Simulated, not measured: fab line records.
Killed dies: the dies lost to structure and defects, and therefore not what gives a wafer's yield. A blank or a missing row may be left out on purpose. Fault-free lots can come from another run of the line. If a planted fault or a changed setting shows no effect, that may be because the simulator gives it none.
Which of the tools did it? | flow gf180mcu | 39 wafers from 13 lots sampled at 3 of the route's 602 steps

== WHAT THE GAUGES SHOWED, per wafer ==
GF_POLY_GATE_CD_MEAS_18.
lot  | measured     | on       | cdNm (nm)
L158 | day 9 06:21  | cdSem-02 | 280.0 281.0 280.1
L159 | day 9 13:33  | cdSem-01 | 280.0 280.1 279.9
L160 | day 9 18:52  | cdSem-02 | 280.2 278.0 278.6
L167 | day 11 21:04 | cdSem-01 | 279.9 283.0 282.7
L168 | day 12 08:39 | cdSem-01 | 280.6 279.3 281.6
L170 | day 12 20:19 | cdSem-01 | 281.2 281.4 279.6
L171 | day 13 00:31 | cdSem-02 | 277.4 280.0 279.2
L175 | day 14 05:02 | cdSem-01 | 279.0 278.2 281.1
L176 | day 14 17:02 | cdSem-02 | 280.2 281.0 283.7
L177 | day 14 20:59 | cdSem-01 | 279.1 276.2 277.7
L178 | day 15 17:09 | cdSem-02 | 279.7 281.0 277.3
L179 | day 15 17:09 | cdSem-01 | 279.8 281.2 279.5
L181 | day 16 01:19 | cdSem-02 | 276.8 278.5 278.5

GF_HV_LDD_RS_MEAS_53: a four-point-probe measurement.
lot  | measured     | on           | HV_LDD_RS (ohm/sq)
L158 | day 12 08:44 | filmMetro-03 | 418.8 417.8 418.0
L159 | day 12 17:19 | filmMetro-02 | 418.4 416.9 418.4
L160 | day 12 22:55 | filmMetro-03 | 418.9 418.1 417.9
L167 | day 15 07:33 | filmMetro-03 | 403.3 402.6 403.3
L168 | day 15 19:08 | filmMetro-02 | 403.7 402.3 402.5
L170 | day 16 08:24 | filmMetro-03 | 419.5 419.3 420.0
L171 | day 16 13:13 | filmMetro-02 | 417.7 417.3 417.4
L175 | day 17 21:35 | filmMetro-03 | 419.1 419.5 418.8
L176 | day 18 10:29 | filmMetro-02 | 419.3 419.2 419.2
L177 | day 18 14:47 | filmMetro-04 | 418.6 417.6 418.6
L178 | day 19 14:20 | filmMetro-03 | 417.7 416.4 417.0
L179 | day 19 14:02 | filmMetro-04 | 419.9 419.7 418.3
L181 | day 20 01:59 | filmMetro-03 | 418.3 417.6 417.6

== WHAT TOOL EACH LOT RAN ON (gives the tool, then ch and the chambers of the sampled wafers, and finally the start) ==
lot  | GF_HV_LDD_IMPLANT_33
L158 | implanter-04 ch 0, day 11 12:47
L159 | implanter-04 ch 0, day 11 20:37
L160 | implanter-04 ch 0, day 12 02:18
L167 | implanter-02 ch 0, day 14 09:58
L168 | implanter-02 ch 0, day 14 20:58
L170 | implanter-04 ch 0, day 15 11:22
L171 | implanter-04 ch 0, day 15 15:16
L175 | implanter-03 ch 0, day 16 22:04
L176 | implanter-02 ch 0, day 17 10:25
L177 | implanter-03 ch 0, day 17 13:40
L178 | implanter-02 ch 0, day 18 13:34
L179 | implanter-03 ch 0, day 18 12:55
L181 | implanter-02 ch 0, day 18 23:46
- GF_HV_LDD_IMPLANT_33

== WHAT THE TOOLS THEMSELVES READ (means of the sampled wafers that have a number; where no wafer has one, the mark that the record gives instead) ==
GF_HV_LDD_IMPLANT_33.
lot  | tool         | beamEnergyKeV
L158 | implanter-04 | 59.980
L159 | implanter-04 | 60.016
L160 | implanter-04 | 60.027
L167 | implanter-02 | 76.435
L168 | implanter-02 | 76.409
L170 | implanter-04 | 60.006
L171 | implanter-04 | 60.006
L175 | implanter-03 | 59.977
L176 | implanter-02 | 59.982
L177 | implanter-03 | 60.013
L178 | implanter-02 | 59.988
L179 | implanter-03 | 60.016
L181 | implanter-02 | 60.003

== THE ANSWER, worked out from the rows above alone ==
Rule: usual is defined by the lots themselves. Put in order of their means at a reading, lots are off if they are a third of the lots or fewer, leave a main group of 4 or more, and stand apart from it by a gap of 3 or more times the standard deviation of the main group's means; of several such gaps the widest counts. The tables above print the reading to a certain number of digits; a main group whose means all agree to those digits is not used. Also off: a lot with no number at a reading for which 4 or more lots have one. Any other lot the step has rows for is counted as sound. Order of review: gauges by route order, followed by the tools' own readings, for which a lot's mean as printed above is used. At the first step where some lot is off, the reading lying furthest off is the one used; lots without a number count as furthest.
Off: L167, L168, at GF_HV_LDD_RS_MEAS_53 (HV_LDD_RS). The main group: mean 418.4 ohm/sq, standard deviation 0.79.
A tool fits if, at a process step before that reading, it ran every lot that is off, and no sound lot after the first of them. The gauges at GF_HV_LDD_RS_MEAS_53 aren't tried: what is off there is off at GF_HV_LDD_IMPLANT_33 too, on other tools, and a gauge's error can't cause that. None of those tried fits.

== WHAT WAS PUT IN BY THE SIMULATOR ==
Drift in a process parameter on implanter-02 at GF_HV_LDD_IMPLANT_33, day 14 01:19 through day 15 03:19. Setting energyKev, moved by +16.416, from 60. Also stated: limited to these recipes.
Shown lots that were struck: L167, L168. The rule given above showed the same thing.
